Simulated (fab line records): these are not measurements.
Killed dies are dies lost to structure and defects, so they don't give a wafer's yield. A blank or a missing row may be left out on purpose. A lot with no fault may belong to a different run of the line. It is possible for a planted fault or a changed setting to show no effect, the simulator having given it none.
A struck lot beside a sound one / flow sky130 / 27 out of 708 route steps
Sound: the wafers L345.1, L345.2, L345.4. Struck: wafer L358.4. (L358.1 of the same lot was not struck and is left out.) The cause comes at the end.
Each step with rows lists, per side, the tool, then ch with its chambers, then its first start. Under that, the readings that differ: sound wafers / struck wafers / difference of the means / sigmas: that difference in standard deviations of wafers without a fault.
alike: readings with means less than 2 such deviations apart, plus words and numbers identical on both sides. not compared: withheld readings, readings lacking a value on some wafer, bounds such as >300 that could conceal the same value, and numbers that have no deviation in the record and whose values overlap.
The two part at a step that has a row with sigmas, a row that says differs or no value, or rows on one side only. When numbers do not overlap yet have no deviation, they are printed without sigmas and do not part them. Lack of a reading on every wafer of one side parts them only where that side has two or more wafers.

first, 1 step without rows for these wafers: SKY_VIA4_ETCH_12 (etches SiO2 in C4F8/O2/Ar, stops on TiN, target depth 580 nm).
SKY_VIA4_STRIP_13: strips in O2/N2.
  sound on plasma_asher-03 ch 0,1, day 44 01:32; struck on plasma_asher-02 ch 1, day 47 01:58
  alike: drypump_motor_current_A, oes_product_au, strip_time_to_endpoint_s
  not compared: rf_hours_counter_h
then, 3 steps without rows for these wafers: SKY_VIA4_STRIP_14 (strips in post etch residue remover, time 1200 s); SKY_VIA4_CLEAN_15 (cleans in IPA, time 180 s); SKY_VIA4_CLEAN_16 (cleans in O3/DIW).
SKY_VIA4_SPUTTER_17: material TiN, target thk 20 nm, time 80 s.
  sound on pvd_sputter-01, day 44 02:12; struck on pvd_sputter-01, day 47 02:35
  alike: throttle_valve_pct
then, 1 step without rows for these wafers: SKY_VIA4_CVD_18 (deposits W, target thk 505 nm, time 152.14 s).
SKY_VIA4_RS_MEAS_19: measures by four-point-probe.
  sound on film_metro-03, day 44 02:34; struck on film_metro-04, day 47 02:47
  alike: VIA4_W_RS
SKY_VIA4_THK_MEAS_20: measures by xrf.
  sound on film_metro-03, day 44 02:41; struck on film_metro-04, day 47 02:55
reading=VIA4_W_THK (nm); sound=482 489 488; struck=502; difference=+16; sigmas=+2
then, 2 steps without rows for these wafers: SKY_VIA4_CMP_21 (polishes, stops on SiO2, t overpolish 25 s, target thk 0 nm); SKY_METAL5_SPUTTER_00 (material Ti, target thk 15 nm, time 10 s).
SKY_METAL5_SPUTTER_01: material TiN, target thk 20 nm, time 16.7 s.
  sound on pvd_sputter-03, day 44 03:04; struck on pvd_sputter-03, day 47 03:17
  alike: throttle_valve_pct
SKY_METAL5_SPUTTER_02: material AlCu, target thk 1150 nm, time 61.2 s.
  sound on pvd_sputter-03, day 44 03:05; struck on pvd_sputter-03, day 47 03:19
reading=model.AlCu_of_METAL5_SPUTTER_02.thk_nm (nm); sound=1161 1172 1160; struck=1009; difference=-155; sigmas=
  alike: throttle_valve_pct
SKY_METAL5_SPUTTER_03: material Ti, target thk 5 nm, time 3.3 s.
  sound on pvd_sputter-03, day 44 03:08; struck on pvd_sputter-03, day 47 03:22
  alike: throttle_valve_pct
then, 1 step without rows for these wafers: SKY_METAL5_SPUTTER_04 (material TiN, target thk 70 nm, time 58.3 s).
SKY_METAL5_RS_MEAS_05: measures by four-point-probe.
  sound on film_metro-02, day 44 03:13; struck on film_metro-04, day 47 03:43
reading=METAL5_ALCU_RS (ohm/sq); sound=0.02685 0.02657 0.02685; struck=0.03083; difference=+0.00407; sigmas=+15
  not compared: hold
SKY_METAL5_THK_MEAS_06: measures by xrf.
  sound on film_metro-02, day 44 03:20; struck on film_metro-04, day 47 05:54
reading=METAL5_ALCU_THK (nm); sound=1187 1200 1189; struck=1013; difference=-179; sigmas=-14
  not compared: hold
then, 6 steps without rows for these wafers: SKY_METAL5_HMDS_08 (prime time 60 s); SKY_METAL5_COAT_09 (resist thk 1800 nm); SKY_METAL5_SOFTBAKE_10 (time 60 s); SKY_METAL5_EXPOSE_11 (exposes mask MM5, target cd 1600 nm); SKY_METAL5_PEB_12; SKY_METAL5_DEVELOP_13 (develop time 60 s).
SKY_METAL5_DESCUM_14: chemistry O2, time 11 s.
  sound on rie_metal-03 ch 0,1, day 45 01:18; struck on rie_metal-04 ch 0, day 47 23:34
  alike: drypump_motor_current_A, oes_product_au, temp_c
  not compared: rf_hours_counter_h
SKY_METAL5_METAL_ETCH_15: etches the open film in Cl2/BCl3, stops on SiO2, target depth 1260 nm, time 252 s.
  sound on rie_metal-03 ch 0,1, day 45 01:20; struck on rie_metal-04 ch 0, day 47 23:36
reading=oes_product_au (a.u.); sound=0.890 0.896 0.890; struck=0.846; difference=-0.046; sigmas=-10
reading=throttle_valve_pct (%); sound=22.274 22.273 22.269; struck=22.250; difference=-0.022; sigmas=-2
  alike: drypump_motor_current_A
  not compared: rf_hours_counter_h
then, 1 step without rows for these wafers: SKY_METAL5_STRIP_16 (strips in O2/N2).
SKY_PAD_OPEN_PROBE_99:
  sound on prober-02, day 46 22:21; struck on prober-01, day 49 15:21
reading=hold; sound=- - -; struck=await_dispo/1.3h/release; difference=no value on the sound wafers; sigmas=
reading=model.etest.met5.rs_ohm_sq; sound=0.02679 0.02672 0.02691; struck=0.03095; difference=+0.00414; sigmas=
reading=model.etest.met5.line_ohm_um; sound=0.01674 0.01684 0.01679; struck=0.01929; difference=+0.00250; sigmas=

## WHERE THEY PART
First at SKY_VIA4_THK_MEAS_20; last, within this record, at SKY_PAD_OPEN_PROBE_99.

WHY: the cause the simulator had injected
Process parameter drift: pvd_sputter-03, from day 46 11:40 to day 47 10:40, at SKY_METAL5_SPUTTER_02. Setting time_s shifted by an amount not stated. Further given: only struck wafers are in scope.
